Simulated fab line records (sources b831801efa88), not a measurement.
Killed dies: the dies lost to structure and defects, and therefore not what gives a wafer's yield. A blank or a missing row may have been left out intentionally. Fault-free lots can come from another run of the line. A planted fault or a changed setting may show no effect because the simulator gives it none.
fab line records || flow gf180mcu || part 2 of 2: steps 28 to 36 of 36
record {"lots": 5, "wafers": 15, "last-day": 33}
route steps=602 shown SALICIDE@283 CONTACT@287 M1@315
lots that met no fault: from a run of the same line without faults
start-h: the number of hours between the record's first day and the start of the first shown wafer of the lot || wait-h: hours from the lot's prior step to this one || " repeats the value in the row above || L1.1+2: a single row standing in for several wafers || - no value, or no start given || * or withheld: withheld || < > ~ a bound
route shown NAME@n: NAME is a module with steps in the file, n the number in the route of the first one || usual: average and standard deviation across the fault-free wafers || same: alike in all rows || chamber/n: place in a boat || sites: each site's reading || _std_site: standard deviation of those values || _edge_site: the outer-site mean with the inner-site mean subtracted || radius-mm: for every site, how far away it sits from the centre of the wafer || mask NAME#n: copy n || behind: the last tool/chamber to shape the wafer || hold: why the lot was held/for how many hours/how that ended || device: whichever transistor did not switch (one of n, p or np) || end of line: at the end of the route, the tests of the same wafers || a step with no rows: only its recipe || killed: dies that structure and defects cost at the first sort, which is not the same as the wafer's yield || map: a wafer's dies, marking killed ones x, the rest . and places with no die _
set.NAME: the setting that was run; set.NAME@STEP: the one run at that earlier step || model.NAME: the simulator's own value behind a step, which no gauge read
lots at selected steps of the route; one table per step, one row per wafer
services: a tool's chamber out of use, with start hour (start-h, from the record's first day; less than 0 if before it), hours out, and reason
## steps
# step GF_CONTACT_SPUTTER_23
# recipe {"material": "TiN", "target-thk-nm": 10, "chamber-pressure-pa": 5, "power-w": 4000, "time-s": 40}
# usual {"throttle-valve-pct": "30.5/0.95"}
{"lot.wafer": "L074.1", "tool": "pvd-sputter-04", "chamber": "-", "start-h": 362.94, "wait-h": 0.0, "throttle-valve-pct": 31.5}
{"lot.wafer": "L074.4", "tool": "pvd-sputter-04", "chamber": "-", "start-h": 362.94, "wait-h": 0.0, "throttle-valve-pct": 31.3}
{"lot.wafer": "L074.6", "tool": "pvd-sputter-04", "chamber": "-", "start-h": 362.94, "wait-h": 0.0, "throttle-valve-pct": 31.3}
{"lot.wafer": "L080.3", "tool": "pvd-sputter-01", "chamber": "-", "start-h": 415.86, "wait-h": 0.0, "throttle-valve-pct": 30.8}
{"lot.wafer": "L080.4", "tool": "pvd-sputter-01", "chamber": "-", "start-h": 415.86, "wait-h": 0.0, "throttle-valve-pct": 30.8}
{"lot.wafer": "L080.5", "tool": "pvd-sputter-01", "chamber": "-", "start-h": 415.86, "wait-h": 0.0, "throttle-valve-pct": 30.7}
{"lot.wafer": "L083.1", "tool": "pvd-sputter-04", "chamber": "-", "start-h": 443.16, "wait-h": 0.0, "throttle-valve-pct": 31.6}
{"lot.wafer": "L083.2", "tool": "pvd-sputter-04", "chamber": "-", "start-h": 443.16, "wait-h": 0.0, "throttle-valve-pct": 31.5}
{"lot.wafer": "L083.4", "tool": "pvd-sputter-04", "chamber": "-", "start-h": 443.16, "wait-h": 0.0, "throttle-valve-pct": 30.0}
{"lot.wafer": "L092.1", "tool": "pvd-sputter-04", "chamber": "-", "start-h": 518.69, "wait-h": 0.0, "throttle-valve-pct": 31.4}
{"lot.wafer": "L092.3", "tool": "pvd-sputter-04", "chamber": "-", "start-h": 518.69, "wait-h": 0.0, "throttle-valve-pct": 31.5}
{"lot.wafer": "L092.5", "tool": "pvd-sputter-04", "chamber": "-", "start-h": 518.69, "wait-h": 0.0, "throttle-valve-pct": 31.5}
{"lot.wafer": "L093.1", "tool": "pvd-sputter-04", "chamber": "-", "start-h": 525.71, "wait-h": 0.0, "throttle-valve-pct": 28.7}
{"lot.wafer": "L093.3", "tool": "pvd-sputter-04", "chamber": "-", "start-h": 525.71, "wait-h": 0.0, "throttle-valve-pct": 31.3}
{"lot.wafer": "L093.4", "tool": "pvd-sputter-04", "chamber": "-", "start-h": 525.71, "wait-h": 0.0, "throttle-valve-pct": 30.2}
# step GF_CONTACT_CVD_24
# recipe {"material": "W", "target-thk-nm": 300, "time-s": 90.339, "temp-c": 400, "pressure-torr": 40}
# usual {"heater-power-w": "891/69"}
{"lot.wafer": "L074.1", "tool": "cvd-w-02", "chamber": 0, "start-h": 362.98, "wait-h": 0.0, "heater-power-w": 971}
{"lot.wafer": "L074.4", "tool": "cvd-w-02", "chamber": 0, "start-h": 362.98, "wait-h": 0.0, "heater-power-w": 981}
{"lot.wafer": "L074.6", "tool": "cvd-w-02", "chamber": 1, "start-h": 362.98, "wait-h": 0.0, "heater-power-w": 953}
{"lot.wafer": "L080.3", "tool": "cvd-w-02", "chamber": 0, "start-h": 415.94, "wait-h": 0.1, "heater-power-w": 964}
{"lot.wafer": "L080.4", "tool": "cvd-w-02", "chamber": 1, "start-h": 415.94, "wait-h": 0.1, "heater-power-w": 930}
{"lot.wafer": "L080.5", "tool": "cvd-w-02", "chamber": 0, "start-h": 415.94, "wait-h": 0.1, "heater-power-w": 928}
{"lot.wafer": "L083.1", "tool": "cvd-w-02", "chamber": 1, "start-h": 443.20, "wait-h": 0.0, "heater-power-w": 929}
{"lot.wafer": "L083.2", "tool": "cvd-w-02", "chamber": 0, "start-h": 443.20, "wait-h": 0.0, "heater-power-w": 948}
{"lot.wafer": "L083.4", "tool": "cvd-w-02", "chamber": 1, "start-h": 443.20, "wait-h": 0.0, "heater-power-w": 905}
{"lot.wafer": "L092.1", "tool": "cvd-w-02", "chamber": 0, "start-h": 518.73, "wait-h": 0.0, "heater-power-w": 951}
{"lot.wafer": "L092.3", "tool": "cvd-w-02", "chamber": 0, "start-h": 518.73, "wait-h": 0.0, "heater-power-w": 933}
{"lot.wafer": "L092.5", "tool": "cvd-w-02", "chamber": 0, "start-h": 518.73, "wait-h": 0.0, "heater-power-w": 946}
{"lot.wafer": "L093.1", "tool": "cvd-w-02", "chamber": 0, "start-h": 525.75, "wait-h": 0.0, "heater-power-w": 947}
{"lot.wafer": "L093.3", "tool": "cvd-w-02", "chamber": 0, "start-h": 525.75, "wait-h": 0.0, "heater-power-w": 903}
{"lot.wafer": "L093.4", "tool": "cvd-w-02", "chamber": 1, "start-h": 525.75, "wait-h": 0.0, "heater-power-w": 917}
# step GF_CONTACT_RS_MEAS_25
# recipe {"thk-meas-gauge": "four-point-probe", "reads": "W_of_CONTACT_CVD_24+TiN_of_CONTACT_SPUTTER_23+Ti_of_CONTACT_SPUTTER_22"}
# usual {"CONTACT_W_RS": "0.382/0.0044"}
{"lot.wafer": "L074.1", "tool": "film-metro-03", "chamber": "-", "start-h": 363.08, "wait-h": 0.1, "CONTACT_W_RS[ohm/sq]": 0.390}
{"lot.wafer": "L074.4", "tool": "film-metro-03", "chamber": "-", "start-h": 363.08, "wait-h": 0.1, "CONTACT_W_RS[ohm/sq]": 0.385}
{"lot.wafer": "L074.6", "tool": "film-metro-03", "chamber": "-", "start-h": 363.08, "wait-h": 0.1, "CONTACT_W_RS[ohm/sq]": 0.394}
{"lot.wafer": "L080.3", "tool": "film-metro-03", "chamber": "-", "start-h": 416.04, "wait-h": 0.1, "CONTACT_W_RS[ohm/sq]": 0.376}
{"lot.wafer": "L080.4", "tool": "film-metro-03", "chamber": "-", "start-h": 416.04, "wait-h": 0.1, "CONTACT_W_RS[ohm/sq]": 0.378}
{"lot.wafer": "L080.5", "tool": "film-metro-03", "chamber": "-", "start-h": 416.04, "wait-h": 0.1, "CONTACT_W_RS[ohm/sq]": 0.373}
{"lot.wafer": "L083.1", "tool": "film-metro-03", "chamber": "-", "start-h": 443.30, "wait-h": 0.1, "CONTACT_W_RS[ohm/sq]": 0.382}
{"lot.wafer": "L083.2", "tool": "film-metro-03", "chamber": "-", "start-h": 443.30, "wait-h": 0.1, "CONTACT_W_RS[ohm/sq]": 0.378}
{"lot.wafer": "L083.4", "tool": "film-metro-03", "chamber": "-", "start-h": 443.30, "wait-h": 0.1, "CONTACT_W_RS[ohm/sq]": 0.380}
{"lot.wafer": "L092.1", "tool": "film-metro-03", "chamber": "-", "start-h": 518.83, "wait-h": 0.1, "CONTACT_W_RS[ohm/sq]": 0.379}
{"lot.wafer": "L092.3", "tool": "film-metro-03", "chamber": "-", "start-h": 518.83, "wait-h": 0.1, "CONTACT_W_RS[ohm/sq]": 0.378}
{"lot.wafer": "L092.5", "tool": "film-metro-03", "chamber": "-", "start-h": 518.83, "wait-h": 0.1, "CONTACT_W_RS[ohm/sq]": 0.379}
{"lot.wafer": "L093.1", "tool": "film-metro-04", "chamber": "-", "start-h": 525.85, "wait-h": 0.1, "CONTACT_W_RS[ohm/sq]": 0.375}
{"lot.wafer": "L093.3", "tool": "film-metro-04", "chamber": "-", "start-h": 525.85, "wait-h": 0.1, "CONTACT_W_RS[ohm/sq]": 0.381}
{"lot.wafer": "L093.4", "tool": "film-metro-04", "chamber": "-", "start-h": 525.85, "wait-h": 0.1, "CONTACT_W_RS[ohm/sq]": 0.377}
# step GF_CONTACT_THK_MEAS_26
# recipe {"thk-meas-gauge": "xrf", "reads": "W_of_CONTACT_CVD_24"}
# usual {"CONTACT_W_THK": "295/3.7"}
{"lot.wafer": "L074.1", "tool": "film-metro-03", "chamber": "-", "start-h": 363.20, "wait-h": 0.1, "CONTACT_W_THK[nm]": 288}
{"lot.wafer": "L074.4", "tool": "film-metro-03", "chamber": "-", "start-h": 363.20, "wait-h": 0.1, "CONTACT_W_THK[nm]": 295}
{"lot.wafer": "L074.6", "tool": "film-metro-03", "chamber": "-", "start-h": 363.20, "wait-h": 0.1, "CONTACT_W_THK[nm]": 288}
{"lot.wafer": "L080.3", "tool": "film-metro-03", "chamber": "-", "start-h": 416.14, "wait-h": 0.1, "CONTACT_W_THK[nm]": 300}
{"lot.wafer": "L080.4", "tool": "film-metro-03", "chamber": "-", "start-h": 416.14, "wait-h": 0.1, "CONTACT_W_THK[nm]": 298}
{"lot.wafer": "L080.5", "tool": "film-metro-03", "chamber": "-", "start-h": 416.14, "wait-h": 0.1, "CONTACT_W_THK[nm]": 302}
{"lot.wafer": "L083.1", "tool": "film-metro-03", "chamber": "-", "start-h": 443.42, "wait-h": 0.1, "CONTACT_W_THK[nm]": 296}
{"lot.wafer": "L083.2", "tool": "film-metro-03", "chamber": "-", "start-h": 443.42, "wait-h": 0.1, "CONTACT_W_THK[nm]": 298}
{"lot.wafer": "L083.4", "tool": "film-metro-03", "chamber": "-", "start-h": 443.42, "wait-h": 0.1, "CONTACT_W_THK[nm]": 298}
{"lot.wafer": "L092.1", "tool": "film-metro-03", "chamber": "-", "start-h": 518.95, "wait-h": 0.1, "CONTACT_W_THK[nm]": 298}
{"lot.wafer": "L092.3", "tool": "film-metro-03", "chamber": "-", "start-h": 518.95, "wait-h": 0.1, "CONTACT_W_THK[nm]": 299}
{"lot.wafer": "L092.5", "tool": "film-metro-03", "chamber": "-", "start-h": 518.95, "wait-h": 0.1, "CONTACT_W_THK[nm]": 297}
{"lot.wafer": "L093.1", "tool": "film-metro-04", "chamber": "-", "start-h": 525.97, "wait-h": 0.1, "CONTACT_W_THK[nm]": 303}
{"lot.wafer": "L093.3", "tool": "film-metro-04", "chamber": "-", "start-h": 525.97, "wait-h": 0.1, "CONTACT_W_THK[nm]": 297}
{"lot.wafer": "L093.4", "tool": "film-metro-04", "chamber": "-", "start-h": 525.97, "wait-h": 0.1, "CONTACT_W_THK[nm]": 301}
# step GF_CONTACT_CMP_27
# recipe {"stop-on": "SiO2", "down-force-psi": 3.5, "platen-rpm": 60, "t-overpolish-s": 15, "target-thk-nm": 0, "pad-velocity-m-s": 0.94248}
# usual {"edge-zone-pressure-frac": "1.000/0.0048", "motor-current-A": "11.2/1.2", "overpolish-run-s": "14.999/0.0091", "time-to-endpoint-s": "73.7/2.8"}
{"lot.wafer": "L074.1", "tool": "cmp-02", "chamber": 0, "start-h": 363.26, "wait-h": 0.1, "edge-zone-pressure-frac": 1.010, "motor-current-A": 10.4, "overpolish-run-s": 15.005, "time-to-endpoint-s": 70.4}
{"lot.wafer": "L074.4", "tool": "cmp-02", "chamber": 3, "start-h": 363.26, "wait-h": 0.1, "edge-zone-pressure-frac": 0.997, "motor-current-A": 11.8, "overpolish-run-s": 15.012, "time-to-endpoint-s": 76.1}
{"lot.wafer": "L074.6", "tool": "cmp-02", "chamber": 1, "start-h": 363.26, "wait-h": 0.1, "edge-zone-pressure-frac": 0.988, "motor-current-A": 9.0, "overpolish-run-s": 14.999, "time-to-endpoint-s": 72.5}
{"lot.wafer": "L080.3", "tool": "cmp-01", "chamber": 3, "start-h": 416.18, "wait-h": 0.0, "edge-zone-pressure-frac": 0.998, "motor-current-A": 10.7, "overpolish-run-s": 15.008, "time-to-endpoint-s": 69.2}
{"lot.wafer": "L080.4", "tool": "cmp-01", "chamber": 1, "start-h": 416.18, "wait-h": 0.0, "edge-zone-pressure-frac": 1.002, "motor-current-A": 12.2, "overpolish-run-s": 14.995, "time-to-endpoint-s": 72.5}
{"lot.wafer": "L080.5", "tool": "cmp-01", "chamber": 3, "start-h": 416.18, "wait-h": 0.0, "edge-zone-pressure-frac": 1.008, "motor-current-A": 10.9, "overpolish-run-s": 14.988, "time-to-endpoint-s": 69.6}
{"lot.wafer": "L083.1", "tool": "cmp-02", "chamber": 0, "start-h": 443.48, "wait-h": 0.1, "edge-zone-pressure-frac": 1.000, "motor-current-A": 9.9, "overpolish-run-s": 14.993, "time-to-endpoint-s": 70.7}
{"lot.wafer": "L083.2", "tool": "cmp-02", "chamber": 2, "start-h": 443.48, "wait-h": 0.1, "edge-zone-pressure-frac": 0.995, "motor-current-A": 13.0, "overpolish-run-s": 15.004, "time-to-endpoint-s": 74.7}
{"lot.wafer": "L083.4", "tool": "cmp-02", "chamber": 3, "start-h": 443.48, "wait-h": 0.1, "edge-zone-pressure-frac": 1.003, "motor-current-A": 12.0, "overpolish-run-s": 15.014, "time-to-endpoint-s": 79.4}
{"lot.wafer": "L092.3", "tool": "cmp-02", "chamber": 2, "start-h": 519.01, "wait-h": 0.0, "edge-zone-pressure-frac": 0.997, "motor-current-A": 12.5, "overpolish-run-s": 14.989, "time-to-endpoint-s": 71.1}
{"lot.wafer": "L092.1", "tool": "cmp-02", "chamber": 3, "start-h": 519.01, "wait-h": 0.0, "edge-zone-pressure-frac": 1.003, "motor-current-A": 12.4, "overpolish-run-s": 15.004, "time-to-endpoint-s": 69.0}
{"lot.wafer": "L092.5", "tool": "cmp-02", "chamber": 3, "start-h": 519.01, "wait-h": 0.0, "edge-zone-pressure-frac": 0.997, "motor-current-A": 10.9, "overpolish-run-s": 14.993, "time-to-endpoint-s": 73.2}
{"lot.wafer": "L093.1", "tool": "cmp-01", "chamber": 0, "start-h": 526.03, "wait-h": 0.1, "edge-zone-pressure-frac": 0.994, "motor-current-A": 12.0, "overpolish-run-s": 15.011, "time-to-endpoint-s": 74.2}
{"lot.wafer": "L093.3", "tool": "cmp-01", "chamber": 1, "start-h": 526.03, "wait-h": 0.1, "edge-zone-pressure-frac": 1.000, "motor-current-A": 12.5, "overpolish-run-s": 14.979, "time-to-endpoint-s": 74.1}
{"lot.wafer": "L093.4", "tool": "cmp-01", "chamber": 3, "start-h": 526.03, "wait-h": 0.1, "edge-zone-pressure-frac": 0.989, "motor-current-A": 10.9, "overpolish-run-s": 15.004, "time-to-endpoint-s": 74.6}
# step GF_M1_SPUTTER_00
# recipe {"material": "Ti", "target-thk-nm": 37.5, "arriving-ion-energy-ev": 80, "substrate-temp-c": 200, "chamber-pressure-pa": 2, "power-w": 4000, "time-s": 150}
# usual {"throttle-valve-pct": "30.4/1.1"}
{"lot.wafer": "L074.1", "tool": "pvd-sputter-03", "chamber": "-", "start-h": 363.56, "wait-h": 0.2, "throttle-valve-pct": 28.7}
{"lot.wafer": "L074.4", "tool": "pvd-sputter-03", "chamber": "-", "start-h": 363.56, "wait-h": 0.2, "throttle-valve-pct": 31.3}
{"lot.wafer": "L074.6", "tool": "pvd-sputter-03", "chamber": "-", "start-h": 363.56, "wait-h": 0.2, "throttle-valve-pct": 28.3}
{"lot.wafer": "L080.3", "tool": "pvd-sputter-04", "chamber": "-", "start-h": 416.48, "wait-h": 0.2, "throttle-valve-pct": 30.2}
{"lot.wafer": "L080.4", "tool": "pvd-sputter-04", "chamber": "-", "start-h": 416.48, "wait-h": 0.2, "throttle-valve-pct": 30.1}
{"lot.wafer": "L080.5", "tool": "pvd-sputter-04", "chamber": "-", "start-h": 416.48, "wait-h": 0.2, "throttle-valve-pct": 31.5}
{"lot.wafer": "L083.1", "tool": "pvd-sputter-03", "chamber": "-", "start-h": 443.78, "wait-h": 0.2, "throttle-valve-pct": 30.5}
{"lot.wafer": "L083.2", "tool": "pvd-sputter-03", "chamber": "-", "start-h": 443.78, "wait-h": 0.2, "throttle-valve-pct": 29.4}
{"lot.wafer": "L083.4", "tool": "pvd-sputter-03", "chamber": "-", "start-h": 443.78, "wait-h": 0.2, "throttle-valve-pct": 28.5}
{"lot.wafer": "L092.1", "tool": "pvd-sputter-03", "chamber": "-", "start-h": 519.31, "wait-h": 0.2, "throttle-valve-pct": 31.3}
{"lot.wafer": "L092.3", "tool": "pvd-sputter-03", "chamber": "-", "start-h": 519.31, "wait-h": 0.2, "throttle-valve-pct": 29.6}
{"lot.wafer": "L092.5", "tool": "pvd-sputter-03", "chamber": "-", "start-h": 519.31, "wait-h": 0.2, "throttle-valve-pct": 28.6}
{"lot.wafer": "L093.1", "tool": "pvd-sputter-03", "chamber": "-", "start-h": 526.33, "wait-h": 0.2, "throttle-valve-pct": 30.7}
{"lot.wafer": "L093.3", "tool": "pvd-sputter-03", "chamber": "-", "start-h": 526.33, "wait-h": 0.2, "throttle-valve-pct": 29.5}
{"lot.wafer": "L093.4", "tool": "pvd-sputter-03", "chamber": "-", "start-h": 526.33, "wait-h": 0.2, "throttle-valve-pct": 31.3}
# step GF_M1_SPUTTER_01
# recipe {"material": "TiN", "target-thk-nm": 30, "power-w": 6500, "time-s": 25, "chamber-pressure-pa": 0.4}
# usual {"throttle-valve-pct": "30.4/1.1"}
{"lot.wafer": "L074.1", "tool": "pvd-sputter-03", "chamber": "-", "start-h": 363.66, "wait-h": 0.1, "throttle-valve-pct": 28.5}
{"lot.wafer": "L074.4", "tool": "pvd-sputter-03", "chamber": "-", "start-h": 363.66, "wait-h": 0.1, "throttle-valve-pct": 31.3}
{"lot.wafer": "L074.6", "tool": "pvd-sputter-03", "chamber": "-", "start-h": 363.66, "wait-h": 0.1, "throttle-valve-pct": 28.7}
{"lot.wafer": "L080.3", "tool": "pvd-sputter-04", "chamber": "-", "start-h": 416.58, "wait-h": 0.1, "throttle-valve-pct": 30.1}
{"lot.wafer": "L080.4", "tool": "pvd-sputter-04", "chamber": "-", "start-h": 416.58, "wait-h": 0.1, "throttle-valve-pct": 30.0}
{"lot.wafer": "L080.5", "tool": "pvd-sputter-04", "chamber": "-", "start-h": 416.58, "wait-h": 0.1, "throttle-valve-pct": 31.3}
{"lot.wafer": "L083.1", "tool": "pvd-sputter-03", "chamber": "-", "start-h": 443.88, "wait-h": 0.1, "throttle-valve-pct": 30.4}
{"lot.wafer": "L083.2", "tool": "pvd-sputter-03", "chamber": "-", "start-h": 443.88, "wait-h": 0.1, "throttle-valve-pct": 29.8}
{"lot.wafer": "L083.4", "tool": "pvd-sputter-03", "chamber": "-", "start-h": 443.88, "wait-h": 0.1, "throttle-valve-pct": 28.5}
{"lot.wafer": "L092.1", "tool": "pvd-sputter-03", "chamber": "-", "start-h": 519.41, "wait-h": 0.1, "throttle-valve-pct": 31.3}
{"lot.wafer": "L092.3", "tool": "pvd-sputter-03", "chamber": "-", "start-h": 519.41, "wait-h": 0.1, "throttle-valve-pct": 29.5}
{"lot.wafer": "L092.5", "tool": "pvd-sputter-03", "chamber": "-", "start-h": 519.41, "wait-h": 0.1, "throttle-valve-pct": 28.5}
{"lot.wafer": "L093.1", "tool": "pvd-sputter-03", "chamber": "-", "start-h": 526.43, "wait-h": 0.1, "throttle-valve-pct": 30.8}
{"lot.wafer": "L093.3", "tool": "pvd-sputter-03", "chamber": "-", "start-h": 526.43, "wait-h": 0.1, "throttle-valve-pct": 29.8}
{"lot.wafer": "L093.4", "tool": "pvd-sputter-03", "chamber": "-", "start-h": 526.43, "wait-h": 0.1, "throttle-valve-pct": 31.5}
# step GF_M1_SPUTTER_02
# recipe {"material": "AlCu", "target-thk-nm": 450, "power-w": 10600, "time-s": 23.9, "chamber-pressure-pa": 0.4}
# usual {"throttle-valve-pct": "30.4/1.1"}
{"lot.wafer": "L074.1", "tool": "pvd-sputter-03", "chamber": "-", "start-h": 363.69, "wait-h": 0.0, "throttle-valve-pct": 28.3}
{"lot.wafer": "L074.4", "tool": "pvd-sputter-03", "chamber": "-", "start-h": 363.69, "wait-h": 0.0, "throttle-valve-pct": 31.1}
{"lot.wafer": "L074.6", "tool": "pvd-sputter-03", "chamber": "-", "start-h": 363.69, "wait-h": 0.0, "throttle-valve-pct": 28.4}
{"lot.wafer": "L080.3", "tool": "pvd-sputter-04", "chamber": "-", "start-h": 416.61, "wait-h": 0.0, "throttle-valve-pct": 30.1}
{"lot.wafer": "L080.4", "tool": "pvd-sputter-04", "chamber": "-", "start-h": 416.61, "wait-h": 0.0, "throttle-valve-pct": 30.2}
{"lot.wafer": "L080.5", "tool": "pvd-sputter-04", "chamber": "-", "start-h": 416.61, "wait-h": 0.0, "throttle-valve-pct": 31.6}
{"lot.wafer": "L083.1", "tool": "pvd-sputter-03", "chamber": "-", "start-h": 443.91, "wait-h": 0.0, "throttle-valve-pct": 30.8}
{"lot.wafer": "L083.2", "tool": "pvd-sputter-03", "chamber": "-", "start-h": 443.91, "wait-h": 0.0, "throttle-valve-pct": 29.4}
{"lot.wafer": "L083.4", "tool": "pvd-sputter-03", "chamber": "-", "start-h": 443.91, "wait-h": 0.0, "throttle-valve-pct": 28.5}
{"lot.wafer": "L092.1", "tool": "pvd-sputter-03", "chamber": "-", "start-h": 519.44, "wait-h": 0.0, "throttle-valve-pct": 31.4}
{"lot.wafer": "L092.3", "tool": "pvd-sputter-03", "chamber": "-", "start-h": 519.44, "wait-h": 0.0, "throttle-valve-pct": 29.4}
{"lot.wafer": "L092.5", "tool": "pvd-sputter-03", "chamber": "-", "start-h": 519.44, "wait-h": 0.0, "throttle-valve-pct": 28.4}
{"lot.wafer": "L093.1", "tool": "pvd-sputter-03", "chamber": "-", "start-h": 526.46, "wait-h": 0.0, "throttle-valve-pct": 30.8}
{"lot.wafer": "L093.3", "tool": "pvd-sputter-03", "chamber": "-", "start-h": 526.46, "wait-h": 0.0, "throttle-valve-pct": 29.3}
{"lot.wafer": "L093.4", "tool": "pvd-sputter-03", "chamber": "-", "start-h": 526.46, "wait-h": 0.0, "throttle-valve-pct": 31.4}
# step GF_M1_SPUTTER_03
# recipe {"material": "Ti", "target-thk-nm": 10, "substrate-temp-c": 300, "chamber-pressure-pa": 0.3, "power-w": 3000, "time-s": 6.7}
# usual {"throttle-valve-pct": "30.4/1.1"}
{"lot.wafer": "L074.1", "tool": "pvd-sputter-03", "chamber": "-", "start-h": 363.72, "wait-h": 0.0, "throttle-valve-pct": 28.3}
{"lot.wafer": "L074.4", "tool": "pvd-sputter-03", "chamber": "-", "start-h": 363.72, "wait-h": 0.0, "throttle-valve-pct": 31.5}
{"lot.wafer": "L074.6", "tool": "pvd-sputter-03", "chamber": "-", "start-h": 363.72, "wait-h": 0.0, "throttle-valve-pct": 28.5}
{"lot.wafer": "L080.3", "tool": "pvd-sputter-04", "chamber": "-", "start-h": 416.64, "wait-h": 0.0, "throttle-valve-pct": 30.2}
{"lot.wafer": "L080.4", "tool": "pvd-sputter-04", "chamber": "-", "start-h": 416.64, "wait-h": 0.0, "throttle-valve-pct": 30.1}
{"lot.wafer": "L080.5", "tool": "pvd-sputter-04", "chamber": "-", "start-h": 416.64, "wait-h": 0.0, "throttle-valve-pct": 31.5}
{"lot.wafer": "L083.1", "tool": "pvd-sputter-03", "chamber": "-", "start-h": 443.94, "wait-h": 0.0, "throttle-valve-pct": 30.4}
{"lot.wafer": "L083.2", "tool": "pvd-sputter-03", "chamber": "-", "start-h": 443.94, "wait-h": 0.0, "throttle-valve-pct": 29.6}
{"lot.wafer": "L083.4", "tool": "pvd-sputter-03", "chamber": "-", "start-h": 443.94, "wait-h": 0.0, "throttle-valve-pct": 28.4}
{"lot.wafer": "L092.1", "tool": "pvd-sputter-03", "chamber": "-", "start-h": 519.47, "wait-h": 0.0, "throttle-valve-pct": 31.2}
{"lot.wafer": "L092.3", "tool": "pvd-sputter-03", "chamber": "-", "start-h": 519.47, "wait-h": 0.0, "throttle-valve-pct": 29.7}
{"lot.wafer": "L092.5", "tool": "pvd-sputter-03", "chamber": "-", "start-h": 519.47, "wait-h": 0.0, "throttle-valve-pct": 28.4}
{"lot.wafer": "L093.1", "tool": "pvd-sputter-03", "chamber": "-", "start-h": 526.49, "wait-h": 0.0, "throttle-valve-pct": 30.6}
{"lot.wafer": "L093.3", "tool": "pvd-sputter-03", "chamber": "-", "start-h": 526.49, "wait-h": 0.0, "throttle-valve-pct": 29.4}
{"lot.wafer": "L093.4", "tool": "pvd-sputter-03", "chamber": "-", "start-h": 526.49, "wait-h": 0.0, "throttle-valve-pct": 31.4}
## services
{"tool": "pvd-sputter-04", "chamber": "-", "start-h": 315.73, "hours": 3.4, "kind": "repair"}
{"tool": "cmp-02", "chamber": "-", "start-h": 316.88, "hours": 7.0, "kind": "pm"}
{"tool": "cmp-01", "chamber": "-", "start-h": 335.26, "hours": 5.5, "kind": "pm"}
{"tool": "rie-diel-02", "chamber": 2, "start-h": 345.88, "hours": 7.7, "kind": "repair"}
{"tool": "hdpcvd-02", "chamber": "-", "start-h": 350.87, "hours": 6.0, "kind": "pm"}
{"tool": "rie-diel-02", "chamber": "-", "start-h": 372.44, "hours": 2.8, "kind": "pm"}
{"tool": "pvd-sputter-03", "chamber": "-", "start-h": 383.88, "hours": 1.1, "kind": "repair"}
{"tool": "pvd-sputter-03", "chamber": "-", "start-h": 384.27, "hours": 7.1, "kind": "repair"}
{"tool": "cvd-w-02", "chamber": 1, "start-h": 388.37, "hours": 3.9, "kind": "repair"}
{"tool": "cvd-w-02", "chamber": "-", "start-h": 390.00, "hours": 14.0, "kind": "pm"}
{"tool": "cmp-02", "chamber": "-", "start-h": 404.21, "hours": 4.0, "kind": "pm"}
{"tool": "rie-diel-02", "chamber": 1, "start-h": 408.50, "hours": 33.0, "kind": "repair"}
{"tool": "rtp-anneal-02", "chamber": "-", "start-h": 434.26, "hours": 3.4, "kind": "pm"}
{"tool": "pvd-sputter-04", "chamber": "-", "start-h": 435.68, "hours": 4.3, "kind": "repair"}
{"tool": "cvd-w-02", "chamber": "-", "start-h": 438.78, "hours": 1.7, "kind": "repair"}
{"tool": "cmp-01", "chamber": "-", "start-h": 447.14, "hours": 1.3, "kind": "repair"}
{"tool": "hdpcvd-02", "chamber": 0, "start-h": 451.80, "hours": 10.1, "kind": "repair"}
{"tool": "krf-scanner-02", "chamber": "-", "start-h": 452.54, "hours": 1.0, "kind": "pm"}
{"tool": "krf-scanner-02", "chamber": "-", "start-h": 455.12, "hours": 0.8, "kind": "pm"}
{"tool": "rie-diel-02", "chamber": 0, "start-h": 459.28, "hours": 1.5, "kind": "repair"}
{"tool": "rie-diel-02", "chamber": 3, "start-h": 459.58, "hours": 3.6, "kind": "repair"}
{"tool": "krf-scanner-02", "chamber": "-", "start-h": 473.61, "hours": 1.3, "kind": "pm"}
{"tool": "cmp-01", "chamber": "-", "start-h": 520.70, "hours": 0.4, "kind": "repair"}
{"tool": "cmp-02", "chamber": "-", "start-h": 525.08, "hours": 3.2, "kind": "repair"}
